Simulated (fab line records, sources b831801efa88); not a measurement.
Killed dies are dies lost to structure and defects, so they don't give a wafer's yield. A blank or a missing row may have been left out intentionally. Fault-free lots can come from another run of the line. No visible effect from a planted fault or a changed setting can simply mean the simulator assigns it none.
fab line records	flow gf180mcu	part 1 of 2: steps 1 to 25 of 35
record: lots: 5	wafers: 15	last-day: 32
route steps=602 shown STI@30 DNWELL@32 NWELL@42 LVPWELL@54
lots that met no fault: from a run of the same line without faults
start-h: start of the lot's first displayed wafer, in hours after the record's first day	wait-h: hours since the lot's step before	" identical to the entry in the row above	L1.1+2: a row that stands for several wafers	- either no value or no given start	* or withheld: withheld	< > ~ a bound
route shown NAME@n: names a module that has steps shown in the file, with the first one's number in the route	usual: average and standard deviation across the fault-free wafers	same: alike in all rows	chamber/n: place in a boat	sites: per-site readings	_std_site: their standard deviation	_edge_site: inner sites' mean taken away from outer sites' mean	radius-mm: for every site, how far away it sits from the centre of the wafer	mask NAME#n: copy n	behind: the last tool/chamber to shape the wafer	hold: reason for holding the lot/hours on hold/outcome of the hold	device: transistor that didn't switch, given as n, p or np	end of line: the route-end tests of the same wafers	a step without rows: its recipe alone	killed: at the first sort, the dies lost to defects and structure; wafer yield is something else	map: shows each die of a wafer: x if killed, . if not, _ if none is there
set.NAME: the setting that was run; set.NAME@STEP: the one run at that earlier step	model.NAME: the simulator's own value behind a step, which no gauge read
lots seen at some steps along the route; tables by step, rows by wafer
services: a tool's chamber out of use, with start hour (start-h, from the record's first day; less than 0 if before it), hours out, and reason
== steps ==
step: GF_STI_OXIDATION_29
recipe: temp-c: 900	ambient: O2	stabilise-s: 600	purge-s: 300	target-thk-a: 100	ox-time-s: 1418
usual: ox-temp-c-max: 903.7/1.4
lot.wafer	tool	chamber	start-h	wait-h	ox-temp-c-max
L079.1	furnace-01	0	54.29	0.4	902.7
L079.2	"	0	"	"	902.7
L079.4	"	0	"	"	902.6
L080.1	furnace-02	0	60.07	0.0	905.3
L080.3	"	0	"	"	904.8
L080.6	"	0	"	"	903.9
L081.3	furnace-02	0	64.39	0.0	905.8
L081.5	"	0	"	"	905.2
L081.6	"	0	"	"	904.9
L086.3	furnace-01	0	92.96	1.8	902.5
L086.4	"	0	"	"	902.8
L086.6	"	0	"	"	901.9
L087.2	furnace-01	0	97.07	0.0	902.7
L087.3	"	0	"	"	902.1
L087.6	"	0	"	"	902.3
step: GF_STI_THK_MEAS_30
recipe: reads: SiO2_of_STI_OXIDATION_29
usual: STI_OXIDATION_02_THK: 10.02/0.17
lot.wafer	tool	chamber	start-h	wait-h	STI_OXIDATION_02_THK[nm]
L079.1	film-metro-03	-	55.69	0.0	9.91
L079.2	"	-	"	"	10.23
L079.4	"	-	"	"	10.10
L080.1	film-metro-02	-	61.47	0.0	10.03
L080.3	"	-	"	"	10.24
L080.6	"	-	"	"	10.11
L081.3	film-metro-04	-	65.80	0.0	10.01
L081.5	"	-	"	"	10.00
L081.6	"	-	"	"	9.81
L086.3	film-metro-03	-	94.37	0.0	9.68
L086.4	"	-	"	"	10.00
L086.6	"	-	"	"	10.05
L087.2	film-metro-03	-	98.47	0.0	9.84
L087.3	"	-	"	"	9.98
L087.6	"	-	"	"	9.80
step: GF_DNWELL_DEHYDRATE_00
recipe: temp-c: 200	time-s: 60
usual: chill-plate-temp-C: 22.98/0.099
lot.wafer	tool	chamber	start-h	wait-h	chill-plate-temp-C
L079.1	litho-track-03	0	61.36	5.7	22.97
L079.2	"	0	"	"	22.98
L079.4	"	0	"	"	22.96
L080.1	litho-track-03	0	67.71	6.2	23.05
L080.3	"	0	"	"	22.96
L080.6	"	0	"	"	23.19
L081.3	litho-track-03	0	71.61	5.8	23.05
L081.5	"	0	"	"	23.06
L081.6	"	0	"	"	23.07
L086.3	litho-track-01	0	100.49	6.1	23.04
L086.4	"	0	"	"	23.06
L086.6	"	0	"	"	23.05
L087.2	litho-track-03	0	104.78	6.3	22.81
L087.3	"	0	"	"	22.93
L087.6	"	0	"	"	22.81
step: GF_DNWELL_HMDS_01
recipe: prime-time-s: 60	prime-temp-c: 120
usual: chill-plate-temp-C: 23.00/0.11
lot.wafer	tool	chamber	start-h	wait-h	chill-plate-temp-C
L079.1	litho-track-03	0	61.51	0.1	22.91
L079.2	"	0	"	"	22.94
L079.4	"	0	"	"	23.07
L080.1	litho-track-03	0	67.86	0.1	22.96
L080.3	"	0	"	"	23.14
L080.6	"	0	"	"	22.89
L081.3	litho-track-03	0	71.76	0.1	22.94
L081.5	"	0	"	"	22.91
L081.6	"	0	"	"	22.96
L086.3	litho-track-01	0	100.64	0.1	23.10
L086.4	"	0	"	"	23.07
L086.6	"	0	"	"	23.18
L087.2	litho-track-03	0	104.93	0.1	22.97
L087.3	"	0	"	"	23.13
L087.6	"	0	"	"	23.21
step: GF_DNWELL_COAT_02
recipe: spin-rpm: 2000	resist-thk-nm: 3000
usual: chill-plate-temp-C: 22.98/0.095
lot.wafer	tool	chamber	start-h	wait-h	chill-plate-temp-C
L079.1	litho-track-03	0	61.66	0.1	22.91
L079.2	"	0	"	"	23.09
L079.4	"	0	"	"	23.07
L080.1	litho-track-03	0	68.01	0.1	22.91
L080.3	"	0	"	"	23.00
L080.6	"	0	"	"	22.96
L081.3	litho-track-03	0	71.91	0.1	22.96
L081.5	"	0	"	"	22.99
L081.6	"	0	"	"	22.96
L086.3	litho-track-01	0	100.79	0.1	22.74
L086.4	"	0	"	"	22.81
L086.6	"	0	"	"	22.84
L087.2	litho-track-03	0	105.08	0.1	23.10
L087.3	"	0	"	"	23.21
L087.6	"	0	"	"	23.16
step: GF_DNWELL_SOFTBAKE_03
recipe: temp-c: 110	time-s: withheld
usual: chill-plate-temp-C: 23.02/0.11
lot.wafer	tool	chamber	start-h	wait-h	chill-plate-temp-C
L079.1	litho-track-03	0	61.81	0.1	23.03
L079.2	"	0	"	"	23.19
L079.4	"	0	"	"	23.14
L080.1	litho-track-03	0	68.16	0.1	23.09
L080.3	"	0	"	"	22.94
L080.6	"	0	"	"	22.93
L081.3	litho-track-03	0	72.08	0.1	23.04
L081.5	"	0	"	"	23.11
L081.6	"	0	"	"	23.09
L086.3	litho-track-01	0	100.96	0.1	23.01
L086.4	"	0	"	"	23.04
L086.6	"	0	"	"	23.06
L087.2	litho-track-03	0	105.24	0.1	23.03
L087.3	"	0	"	"	22.99
L087.6	"	0	"	"	23.12
step: GF_DNWELL_EXPOSE_04
recipe: mask-id: DNWELL	target-cd-nm: 1700	na: 0.6	source-shape: conventional	sigma-outer: 0.6	dose-mj: 260
usual: exposure-dose-mJ-cm2: 260.07/0.22	focus-offset-nm: 0.0/0.44
lot.wafer	tool	chamber	start-h	wait-h	mask	exposure-dose-mJ-cm2	focus-offset-nm
L079.1	iline-stepper-02	0	-	-	DNWELL#0	260.22	0.1
L079.2	"	0	"	"	DNWELL#0	260.09	0.8
L079.4	"	0	"	"	DNWELL#0	260.13	0.3
L080.1	iline-stepper-01	0	-	-	DNWELL#0	259.63	-0.4
L080.3	"	0	"	"	DNWELL#0	259.50	0.4
L080.6	"	0	"	"	DNWELL#0	259.86	0.1
L081.3	iline-stepper-02	0	-	-	DNWELL#0	260.01	-0.5
L081.5	"	0	"	"	DNWELL#0	259.56	0.3
L081.6	"	0	"	"	DNWELL#0	260.25	0.0
L086.3	iline-stepper-01	0	-	-	DNWELL#0	260.17	0.6
L086.4	"	0	"	"	DNWELL#0	259.97	0.2
L086.6	"	0	"	"	DNWELL#0	259.88	-0.4
L087.2	iline-stepper-01	0	-	-	DNWELL#0	260.29	1.7
L087.3	"	0	"	"	DNWELL#0	260.38	1.1
L087.6	"	0	"	"	DNWELL#0	260.36	0.7
step: GF_DNWELL_PEB_05
recipe: temp-c: 115	time-s: withheld
usual: chill-plate-temp-C: 22.99/0.11
lot.wafer	tool	chamber	start-h	wait-h	chill-plate-temp-C
L079.1	litho-track-04	0	-	-	22.98
L079.2	"	0	"	"	23.08
L079.4	"	0	"	"	23.12
L080.1	litho-track-04	0	-	-	23.10
L080.3	"	0	"	"	22.99
L080.6	"	0	"	"	22.97
L081.3	litho-track-03	0	-	-	23.00
L081.5	"	0	"	"	23.12
L081.6	"	0	"	"	23.09
L086.3	litho-track-04	0	-	-	23.04
L086.4	"	0	"	"	23.25
L086.6	"	0	"	"	23.11
L087.2	litho-track-04	0	-	-	22.93
L087.3	"	0	"	"	23.03
L087.6	"	0	"	"	23.00
step: GF_DNWELL_DEVELOP_06
recipe: wall-angle-deg: 90	develop-time-s: 60	dev-temp-c: 23
usual: chill-plate-temp-C: 22.99/0.11
lot.wafer	tool	chamber	start-h	wait-h	chill-plate-temp-C
L079.1	litho-track-04	0	-	-	22.89
L079.2	"	0	"	"	22.85
L079.4	"	0	"	"	23.09
L080.1	litho-track-04	0	-	-	22.90
L080.3	"	0	"	"	22.92
L080.6	"	0	"	"	22.89
L081.3	litho-track-03	0	-	-	22.89
L081.5	"	0	"	"	23.04
L081.6	"	0	"	"	22.95
L086.3	litho-track-04	0	-	-	23.09
L086.4	"	0	"	"	22.99
L086.6	"	0	"	"	23.02
L087.2	litho-track-04	0	-	-	22.90
L087.3	"	0	"	"	22.89
L087.6	"	0	"	"	22.93
step: GF_DNWELL_IMPLANT_07
recipe: species: P	energy-kev: 1500	dose-cm2: 1e+13	tilt-deg: 0
same: implant-ion-amu: 31
lot.wafer	tool	chamber	start-h	wait-h
L079.1+2+4	implanter-01	0	68.43	-
L080.1+3+6	implanter-02	0	74.83	-
L081.3+5+6	implanter-04	0	79.21	-
L086.3+4+6	implanter-04	0	108.08	-
L087.2+3+6	implanter-02	0	112.55	-
step: GF_DNWELL_STRIP_08
recipe: chemistry: O2/N2	power-w: 1400	pressure-mtorr: 1500	platen-temp-c: 250	o2-flow-sccm: 3000	n2-flow-sccm: 300	overash-fraction: 0.5
usual: chamber-pressure-mTorr: 1500.0/1.3	drypump-motor-current-A: 5.6/0.31	heater-power-w: 358/25	oes-product-au: 0.722/0.0048	strip-time-to-endpoint-s: 36.95/0.11
lot.wafer	tool	chamber	start-h	wait-h	chamber-pressure-mTorr	drypump-motor-current-A	heater-power-w	oes-product-au	rf-hours-counter-h	strip-time-to-endpoint-s
L079.1	plasma-asher-02	1	68.58	0.1	1500.4	6.1	341	0.726	28	36.90
L079.2	"	0	"	"	1503.2	5.4	368	0.720	28	36.96
L079.4	"	1	"	"	1501.7	6.1	339	0.721	-	36.91
L080.1	plasma-asher-04	0	74.98	0.1	1500.4	5.7	405	0.724	44	37.10
L080.3	"	1	"	"	1497.1	5.6	372	0.729	-	37.08
L080.6	"	1	"	"	1500.7	5.6	355	0.726	-	36.98
L081.3	plasma-asher-04	0	79.34	0.1	1497.2	5.7	407	0.726	-	36.76
L081.5	"	1	"	"	1499.9	5.6	366	0.720	-	36.80
L081.6	"	0	"	"	1498.9	5.7	401	0.717	-	36.82
L086.3	plasma-asher-04	0	108.21	0.1	1500.5	5.7	396	0.717	-	37.06
L086.4	"	1	"	"	1500.7	5.6	373	0.725	-	37.08
L086.6	"	0	"	"	1500.2	5.7	401	0.713	-	37.22
L087.2	plasma-asher-02	0	112.68	0.1	1499.8	5.4	363	0.716	32	37.09
L087.3	"	0	"	"	1500.5	5.4	356	0.720	-	37.03
L087.6	"	0	"	"	1501.8	5.4	353	0.725	-	37.04
step: GF_DNWELL_TW_MEAS_09
usual: DNWELL_TW: 1353/7.9
lot.wafer	tool	chamber	start-h	wait-h	DNWELL_TW
L079.1	film-metro-03	-	68.68	0.1	1349
L079.2	"	-	"	"	1361
L079.4	"	-	"	"	1355
L080.1	film-metro-04	-	75.08	0.1	1358
L080.3	"	-	"	"	1356
L080.6	"	-	"	"	1356
L081.3	film-metro-03	-	79.43	0.1	1352
L081.5	"	-	"	"	1343
L081.6	"	-	"	"	1350
L086.3	film-metro-01	-	108.30	0.1	1350
L086.4	"	-	"	"	1344
L086.6	"	-	"	"	1339
L087.2	film-metro-01	-	112.79	0.1	1354
L087.3	"	-	"	"	1357
L087.6	"	-	"	"	1357
step: GF_NWELL_DEHYDRATE_00
recipe: temp-c: 200	time-s: 60
usual: chill-plate-temp-C: 22.99/0.1
lot.wafer	tool	chamber	start-h	wait-h	chill-plate-temp-C
L079.1	litho-track-03	0	75.01	6.3	23.13
L079.2	"	0	"	"	22.95
L079.4	"	0	"	"	23.02
L080.1	litho-track-03	0	81.11	6.0	22.95
L080.3	"	0	"	"	22.94
L080.6	"	0	"	"	22.99
L081.3	litho-track-03	0	85.41	6.0	22.99
L081.5	"	0	"	"	22.84
L081.6	"	0	"	"	22.96
L086.3	litho-track-04	0	114.53	6.2	23.15
L086.4	"	0	"	"	23.13
L086.6	"	0	"	"	23.11
L087.2	litho-track-02	0	118.95	6.1	23.04
L087.3	"	0	"	"	23.03
L087.6	"	0	"	"	23.07
step: GF_NWELL_HMDS_01
recipe: prime-time-s: 60	prime-temp-c: 120
usual: chill-plate-temp-C: 22.98/0.1
lot.wafer	tool	chamber	start-h	wait-h	chill-plate-temp-C
L079.1	litho-track-03	0	75.16	0.1	23.07
L079.2	"	0	"	"	23.03
L079.4	"	0	"	"	23.06
L080.1	litho-track-03	0	81.26	0.1	22.87
L080.3	"	0	"	"	22.93
L080.6	"	0	"	"	23.03
L081.3	litho-track-03	0	85.56	0.1	22.96
L081.5	"	0	"	"	22.82
L081.6	"	0	"	"	22.91
L086.3	litho-track-04	0	114.68	0.1	23.04
L086.4	"	0	"	"	22.89
L086.6	"	0	"	"	22.97
L087.2	litho-track-02	0	119.10	0.1	23.04
L087.3	"	0	"	"	23.05
L087.6	"	0	"	"	22.87
step: GF_NWELL_COAT_02
recipe: spin-rpm: 1986	resist-thk-nm: 3000
usual: chill-plate-temp-C: 22.99/0.11
lot.wafer	tool	chamber	start-h	wait-h	chill-plate-temp-C
L079.1	litho-track-03	0	75.31	0.1	23.06
L079.2	"	0	"	"	23.11
L079.4	"	0	"	"	22.87
L080.1	litho-track-03	0	81.41	0.1	22.90
L080.3	"	0	"	"	22.90
L080.6	"	0	"	"	23.03
L081.3	litho-track-03	0	85.71	0.1	23.01
L081.5	"	0	"	"	22.98
L081.6	"	0	"	"	22.98
L086.3	litho-track-04	0	114.83	0.1	22.89
L086.4	"	0	"	"	22.81
L086.6	"	0	"	"	22.98
L087.2	litho-track-02	0	119.25	0.1	23.05
L087.3	"	0	"	"	23.20
L087.6	"	0	"	"	23.14
step: GF_NWELL_SOFTBAKE_03
recipe: temp-c: 110	time-s: withheld
usual: chill-plate-temp-C: 23.00/0.094
lot.wafer	tool	chamber	start-h	wait-h	chill-plate-temp-C
L079.1	litho-track-03	0	75.46	0.1	22.96
L079.2	"	0	"	"	22.83
L079.4	"	0	"	"	22.85
L080.1	litho-track-03	0	81.56	0.1	23.11
L080.3	"	0	"	"	23.20
L080.6	"	0	"	"	23.15
L081.3	litho-track-03	0	85.87	0.1	23.01
L081.5	"	0	"	"	23.10
L081.6	"	0	"	"	23.12
L086.3	litho-track-04	0	115.00	0.1	22.96
L086.4	"	0	"	"	22.95
L086.6	"	0	"	"	23.07
L087.2	litho-track-02	0	119.41	0.1	22.96
L087.3	"	0	"	"	23.11
L087.6	"	0	"	"	23.10
step: GF_NWELL_EXPOSE_04
recipe: mask-id: Nwell	target-cd-nm: 860	na: 0.6	source-shape: conventional	sigma-outer: 0.6	dose-mj: 260
usual: exposure-dose-mJ-cm2: 260.01/0.24	focus-offset-nm: 0.0/0.44
lot.wafer	tool	chamber	start-h	wait-h	mask	exposure-dose-mJ-cm2	focus-offset-nm
L079.1	iline-stepper-02	0	-	-	Nwell#0	259.56	0.5
L079.2	"	0	"	"	Nwell#0	259.62	0.8
L079.4	"	0	"	"	Nwell#0	259.94	0.5
L080.1	iline-stepper-01	0	-	-	Nwell#0	260.42	-0.2
L080.3	"	0	"	"	Nwell#0	259.78	0.6
L080.6	"	0	"	"	Nwell#0	259.62	0.2
L081.3	iline-stepper-01	0	-	-	Nwell#0	259.95	0.3
L081.5	"	0	"	"	Nwell#0	260.24	0.1
L081.6	"	0	"	"	Nwell#0	260.06	-0.1
L086.3	iline-stepper-02	0	-	-	Nwell#0	260.08	0.0
L086.4	"	0	"	"	Nwell#0	259.99	-0.4
L086.6	"	0	"	"	Nwell#0	259.98	-0.2
L087.2	iline-stepper-02	0	-	-	Nwell#0	259.56	-0.1
L087.3	"	0	"	"	Nwell#0	259.94	-0.2
L087.6	"	0	"	"	Nwell#0	259.98	0.4
step: GF_NWELL_PEB_05
recipe: temp-c: 115	time-s: withheld
usual: chill-plate-temp-C: 22.98/0.11
lot.wafer	tool	chamber	start-h	wait-h	chill-plate-temp-C
L079.1	litho-track-04	0	-	-	22.94
L079.2	"	0	"	"	22.99
L079.4	"	0	"	"	23.05
L080.1	litho-track-02	0	-	-	23.02
L080.3	"	0	"	"	22.91
L080.6	"	0	"	"	23.14
L081.3	litho-track-02	0	-	-	22.86
L081.5	"	0	"	"	23.09
L081.6	"	0	"	"	22.94
L086.3	litho-track-03	0	-	-	23.01
L086.4	"	0	"	"	23.06
L086.6	"	0	"	"	22.74
L087.2	litho-track-02	0	-	-	22.93
L087.3	"	0	"	"	22.96
L087.6	"	0	"	"	22.86
step: GF_NWELL_DEVELOP_06
recipe: wall-angle-deg: 90	develop-time-s: 60	dev-temp-c: 23
usual: chill-plate-temp-C: 23.01/0.1
lot.wafer	tool	chamber	start-h	wait-h	chill-plate-temp-C
L079.1	litho-track-04	0	-	-	22.86
L079.2	"	0	"	"	22.96
L079.4	"	0	"	"	22.94
L080.1	litho-track-02	0	-	-	23.05
L080.3	"	0	"	"	22.98
L080.6	"	0	"	"	23.06
L081.3	litho-track-02	0	-	-	22.99
L081.5	"	0	"	"	22.93
L081.6	"	0	"	"	22.89
L086.3	litho-track-03	0	-	-	23.01
L086.4	"	0	"	"	22.97
L086.6	"	0	"	"	23.13
L087.2	litho-track-02	0	-	-	22.98
L087.3	"	0	"	"	23.06
L087.6	"	0	"	"	22.92
step: GF_NWELL_OVL_MEAS_07
usual: NWELL_OVL: 0.5/1.5
lot.wafer	tool	chamber	start-h	wait-h	NWELL_OVL[nm]
L079.1	overlay-02	-	82.48	-	-0.5
L079.2	"	-	"	"	0.4
L079.4	"	-	"	"	0.9
L080.1	overlay-01	-	88.32	-	2.0
L080.3	"	-	"	"	0.8
L080.6	"	-	"	"	-1.0
L081.3	overlay-02	-	93.14	-	-1.9
L081.5	"	-	"	"	0.7
L081.6	"	-	"	"	1.0
L086.3	overlay-01	-	122.67	-	3.0
L086.4	"	-	"	"	0.1
L086.6	"	-	"	"	1.0
L087.2	overlay-01	-	127.18	-	0.6
L087.3	"	-	"	"	2.6
L087.6	"	-	"	"	0.9
step: GF_NWELL_IMPLANT_08
recipe: species: P	energy-kev: 450	dose-cm2: 1.5e+13	tilt-deg: 0
same: implant-ion-amu: 31
lot.wafer	tool	chamber	start-h	wait-h
L079.1+2+4	implanter-04	0	82.52	0.0
L080.1+3+6	implanter-01	0	88.36	0.0
L081.3+5+6	implanter-04	0	93.21	0.1
L086.3+4+6	implanter-01	0	122.74	0.1
L087.2+3+6	implanter-04	0	127.23	0.0
step: GF_NWELL_IMPLANT_09
recipe: species: P	energy-kev: 160	dose-cm2: 4e+12	tilt-deg: 0
same: implant-ion-amu: 31
lot.wafer	tool	chamber	start-h	wait-h
L079.1+2+4	implanter-04	0	82.67	0.1
L080.1+3+6	implanter-01	0	88.51	0.1
L081.3+5+6	implanter-04	0	93.36	0.1
L086.3+4+6	implanter-01	0	122.89	0.1
L087.2+3+6	implanter-04	0	127.38	0.1
step: GF_NWELL_STRIP_10
recipe: chemistry: O2/N2	power-w: 1400	pressure-mtorr: 1500	platen-temp-c: 250	o2-flow-sccm: 3000	n2-flow-sccm: 300	overash-fraction: 0.5
usual: chamber-pressure-mTorr: 1500.0/1.4	drypump-motor-current-A: 5.75/0.25	heater-power-w: 367/20	oes-product-au: 0.723/0.0045	strip-time-to-endpoint-s: 37.05/0.1
lot.wafer	tool	chamber	start-h	wait-h	chamber-pressure-mTorr	drypump-motor-current-A	heater-power-w	oes-product-au	rf-hours-counter-h	strip-time-to-endpoint-s
L079.1	plasma-asher-04	0	82.82	0.1	1499.2	5.72	405	0.728	45	36.99
L079.2	"	1	"	"	1499.5	5.61	365	0.716	45	37.07
L079.4	"	0	"	"	1501.7	5.72	411	0.721	-	37.08
L080.1	plasma-asher-02	1	88.66	0.1	1498.3	6.06	340	0.719	28	37.13
L080.3	"	0	"	"	1500.1	5.40	370	0.719	-	37.16
L080.6	"	1	"	"	1499.6	6.04	346	0.718	-	37.12
L081.3	plasma-asher-04	1	93.49	0.1	1499.5	5.58	363	0.722	-	37.04
L081.5	"	1	"	"	1498.8	5.58	368	0.717	-	36.98
L081.6	"	0	"	"	1499.7	5.71	402	0.731	-	37.13
L086.3	plasma-asher-04	1	123.03	0.1	1499.5	5.59	359	0.724	-	37.11
L086.4	"	0	"	"	1500.6	5.73	410	0.717	-	37.11
L086.6	"	0	"	"	1499.8	5.72	405	0.718	-	37.17
L087.2	plasma-asher-02	0	127.51	0.1	1502.3	5.38	370	0.727	34	37.07
L087.3	"	0	"	"	1500.8	5.40	373	0.715	-	37.16
L087.6	"	1	"	"	1497.9	6.10	336	0.725	-	37.14
step: GF_NWELL_TW_MEAS_11
usual: NWELL_TW: 1573/7.3
lot.wafer	tool	chamber	start-h	wait-h	NWELL_TW
L079.1	film-metro-02	-	82.92	0.1	1566
L079.2	"	-	"	"	1563
L079.4	"	-	"	"	1562
L080.1	film-metro-03	-	88.76	0.1	1570
L080.3	"	-	"	"	1562
L080.6	"	-	"	"	1569
L081.3	film-metro-03	-	93.58	0.1	1568
L081.5	"	-	"	"	1571
L081.6	"	-	"	"	1575
L086.3	film-metro-03	-	123.11	0.1	1576
L086.4	"	-	"	"	1571
L086.6	"	-	"	"	1576
L087.2	film-metro-01	-	127.62	0.1	1578
L087.3	"	-	"	"	1579
L087.6	"	-	"	"	1585
step: GF_LVPWELL_DEHYDRATE_00
recipe: temp-c: 200	time-s: 60
usual: chill-plate-temp-C: 22.99/0.1
lot.wafer	tool	chamber	start-h	wait-h	chill-plate-temp-C
L079.1	litho-track-03	0	89.06	6.1	22.86
L079.2	"	0	"	"	22.92
L079.4	"	0	"	"	22.85
L080.1	litho-track-03	0	95.16	6.4	22.87
L080.3	"	0	"	"	23.03
L080.6	"	0	"	"	22.98
L081.3	litho-track-01	0	99.84	6.3	22.90
L081.5	"	0	"	"	22.96
L081.6	"	0	"	"	23.01
L086.3	litho-track-02	0	129.87	6.7	23.06
L086.4	"	0	"	"	23.04
L086.6	"	0	"	"	22.98
L087.2	litho-track-02	0	134.25	6.6	23.06
L087.3	"	0	"	"	22.84
L087.6	"	0	"	"	22.90
